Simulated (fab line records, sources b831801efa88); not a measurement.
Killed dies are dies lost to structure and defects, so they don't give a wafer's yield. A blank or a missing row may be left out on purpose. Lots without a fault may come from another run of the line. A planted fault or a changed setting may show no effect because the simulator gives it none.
A struck lot beside a sound one | flow sfq_line | 41 steps out of a route of 325
Sound: wafers L786.2, L786.3, L786.5. Struck: wafers L793.3, L793.4, L793.6. The cause comes at the end.
At each step with rows: each side's tool, then ch and its chambers, then its first start. Under that, the readings that differ: sound wafers | struck wafers | difference of the means | sigmas: that difference in standard deviations of wafers without a fault.
alike: readings whose means differ by less than 2 such deviations, and words and numbers that are the same on both sides. not compared: withheld readings, readings that some wafer has no value for, bounds like >300 that may hide the same value, and numbers for which the record gives no deviation and whose values overlap.
The two part at a step that has a row with sigmas, a row that says differs or no value, or rows on one side only. Numbers that don't overlap but have no deviation are shown without sigmas and don't part them. A reading that every wafer of one side lacks parts them only if that side has two wafers or more.

first, 6 steps without rows for these wafers: SFQ_TRILAYER_M7_LITHO_COAT_182 (resist thk 62 nm); SFQ_TRILAYER_M7_LITHO_COAT_177 (resist thk 600 nm); SFQ_TRILAYER_M7_LITHO_SOFTBAKE_181; SFQ_TRILAYER_M7_LITHO_EXPOSE_178 (exposes mask M7, target cd 500 nm); SFQ_TRILAYER_M7_LITHO_PEB_180 (peb time 60 s); SFQ_TRILAYER_M7_LITHO_DEVELOP_179 (time 60 s).
SFQ_M7_OVL_MEAS_945:
  sound on overlay-01, day 80 09:01; struck on overlay-01, day 85 18:20
  alike: M7_OVL
SFQ_TRILAYER_M7_BARC_OPEN_METAL_ETCH_229: etches BARC in O2, target depth 125 nm, time 41.7 s.
  sound on rie_metal-02 ch 0,1, day 80 09:03; struck on rie_metal-02 ch 0,1, day 85 18:23
  alike: drypump_motor_current_A, oes_product_au
  not compared: rf_hours_counter_h
then, 1 step without rows for these wafers: SFQ_TRILAYER_M7_ETCH_METAL_ETCH_180 (etches Nb in Cl2/Ar, stops on SiO2, target depth 240 nm, time 120 s).
SFQ_TRILAYER_M7_STRIP_STRIP_181: strips in O2.
  sound on rie_metal-02 ch 0,1, day 80 09:14; struck on rie_metal-02 ch 0,1, day 85 18:45
  alike: drypump_motor_current_A, oes_product_au
  not compared: rf_hours_counter_h
then, 1 step without rows for these wafers: SFQ_TRILAYER_M7_STRIP_SOLV_CLEAN_182 (cleans in NMP, time 600 s).
SFQ_TRILAYER_I7_DEP_PECVD_183: deposits SiO2 from SiH4/N2O, time 111.11 s, target thk 500 nm.
  sound on pecvd-03 ch 0,1,2, day 80 10:01; struck on pecvd-02 ch 0,1,2, day 85 19:20
  no value came back on the struck wafers for chamber_pressure_Torr (Torr), heater_power_outer_w (W), heater_power_w (W), throttle_valve_pct (%); on the sound wafers chamber_pressure_Torr (Torr) reads 2.391 2.406 2.400
SFQ_TRILAYER_I7_CMP_CMP_184: polishes SiO2.
  sound on cmp-01 ch 0,1,2, day 80 10:36; struck on cmp-01 ch 2,3, day 85 20:35
  reading                | sound       | struck | difference                    | sigmas
  time_to_endpoint_s (s) | 221 229 220 | - - -  | no value on the struck wafers |
  alike: motor_current_A
SFQ_I7_BOW_MEAS_946:
  sound on film_metro-03, day 80 13:07; struck on film_metro-03, day 85 23:08
  alike: I7_BOW
SFQ_TRILAYER_I7_METRO_MEASURE_185:
  sound on film_metro-03, day 80 13:25; struck on film_metro-03, day 85 23:37
then, 6 steps without rows for these wafers: SFQ_TRILAYER_I7_VIA_LITHO_COAT_192 (resist thk 62 nm); SFQ_TRILAYER_I7_VIA_LITHO_COAT_187 (resist thk 650 nm); SFQ_TRILAYER_I7_VIA_LITHO_SOFTBAKE_191; SFQ_TRILAYER_I7_VIA_LITHO_EXPOSE_188 (exposes mask I7, target cd 1000 nm); SFQ_TRILAYER_I7_VIA_LITHO_PEB_190 (peb time 60 s); SFQ_TRILAYER_I7_VIA_LITHO_DEVELOP_189 (time 60 s).
SFQ_I7_OVL_MEAS_947:
  sound on overlay-02, day 80 17:25; struck on overlay-01, day 86 02:40
  alike: I7_OVL
SFQ_TRILAYER_I7_VIA_BARC_OPEN_VIA_ETCH_260: etches BARC in O2, target depth 125 nm, time 41.7 s.
  sound on rie_diel-02 ch 1,2, day 80 17:27; struck on rie_diel-03 ch 0,1,3, day 86 02:41
  alike: drypump_motor_current_A, oes_product_au
  not compared: rf_hours_counter_h
SFQ_TRILAYER_I7_VIA_ETCH_VIA_ETCH_190: etches SiO2 in CHF3, stops on Nb, target depth 260 nm.
  sound on rie_diel-02 ch 1,2, day 80 17:29; struck on rie_diel-03 ch 0,1,3, day 86 02:44
  reading                  | sound             | struck            | difference | sigmas
  oes_product_au (a.u.)    | 0.850 0.859 0.853 | 0.384 0.374 0.374 | -0.477     | -99 or more
  model.etch.depth_nm (nm) | 199.1 199.5 197.2 | 0 0 0             | -199       |
  alike: drypump_motor_current_A
SFQ_TRILAYER_I7_VIA_STRIP_STRIP_191: strips in O2.
  sound on rie_metal-01 ch 1, day 80 17:49; struck on rie_metal-04 ch 0,1, day 86 03:02
  alike: drypump_motor_current_A, oes_product_au
  not compared: rf_hours_counter_h
then, 5 steps without rows for these wafers: SFQ_TRILAYER_I7_VIA_STRIP_SOLV_CLEAN_192 (cleans in NMP, time 600 s); SFQ_TRILAYER_M8_LITHO_LOR_COAT_197; SFQ_TRILAYER_M8_LITHO_LOR_BAKE_198; SFQ_TRILAYER_M8_LITHO_COAT_193 (resist thk 600 nm); SFQ_TRILAYER_M8_LITHO_SOFTBAKE_199.
-- the record jumps here: 3 days lie between the struck wafers' starts before and after --
SFQ_TRILAYER_M8_LITHO_EXPOSE_194: exposes mask M8, target cd 2000 nm.
  sound on krf_scanner-01 ch 0, day 85 00:14; struck on krf_scanner-02, day 89 10:28
  no value came back on the struck wafers for exposure_dose_mJ_cm2, focus_offset_nm (nm); on the sound wafers exposure_dose_mJ_cm2 reads 14.384 14.387 14.388
  alike: mask
then, 2 steps without rows for these wafers: SFQ_TRILAYER_M8_LITHO_PEB_196 (peb time 60 s); SFQ_TRILAYER_M8_LITHO_DEVELOP_195 (img clear 15 s, time 55 s).
SFQ_M8_OVL_MEAS_948:
  sound on overlay-02, day 85 01:32; struck on overlay-02, day 89 11:35
  reading     | sound  | struck | difference                    | sigmas
  M8_OVL (nm) | -2 3 1 | - - -  | no value on the struck wafers |
then, 3 steps without rows for these wafers: SFQ_TRILAYER_M8_DEP_EVAP_197 (material Ti, target thk 20 nm, time 100 s); SFQ_TRILAYER_M8_DEP_EVAP_198 (material Pt, target thk 50 nm, time 250 s); SFQ_TRILAYER_M8_DEP_EVAP_196 (material Au, target thk 180 nm, time 900 s).
SFQ_M8_RS_MEAS_949: measures by four-point-probe.
  sound on film_metro-01, day 85 02:19; struck on film_metro-01, day 89 12:23
  alike: M8_AU_RS
SFQ_M8_THK_MEAS_950: measures by xrf.
  sound on film_metro-01, day 85 02:26; struck on film_metro-01, day 89 12:29
  alike: M8_AU_THK
then, 1 step without rows for these wafers: SFQ_TRILAYER_M8_LIFTOFF_LIFTOFF_197 (chemistry NMP, time 600 s).
SFQ_M8_BOW_MEAS_951:
  sound on film_metro-01, day 85 02:41; struck on film_metro-02, day 89 12:44
  reading                 | sound               | struck            | difference | sigmas
  model.etest.m8.ohm_sq   | 0.1528 0.1538 0.153 | 1e+06 1e+06 1e+06 | +1e+06     |
  model.etest.i7.link_ohm | 1.051 1.062 1.049   | 1e+06 1e+06 1e+06 | +1e+06     |
  alike: M8_BOW

WHERE THEY PART
First at SFQ_TRILAYER_I7_DEP_PECVD_183; last, within this record, at SFQ_M8_OVL_MEAS_948. Later steps at which nothing parts them and some readings are alike: SFQ_M8_RS_MEAS_949, SFQ_M8_THK_MEAS_950, SFQ_M8_BOW_MEAS_951.

WHY: what the simulator had put in
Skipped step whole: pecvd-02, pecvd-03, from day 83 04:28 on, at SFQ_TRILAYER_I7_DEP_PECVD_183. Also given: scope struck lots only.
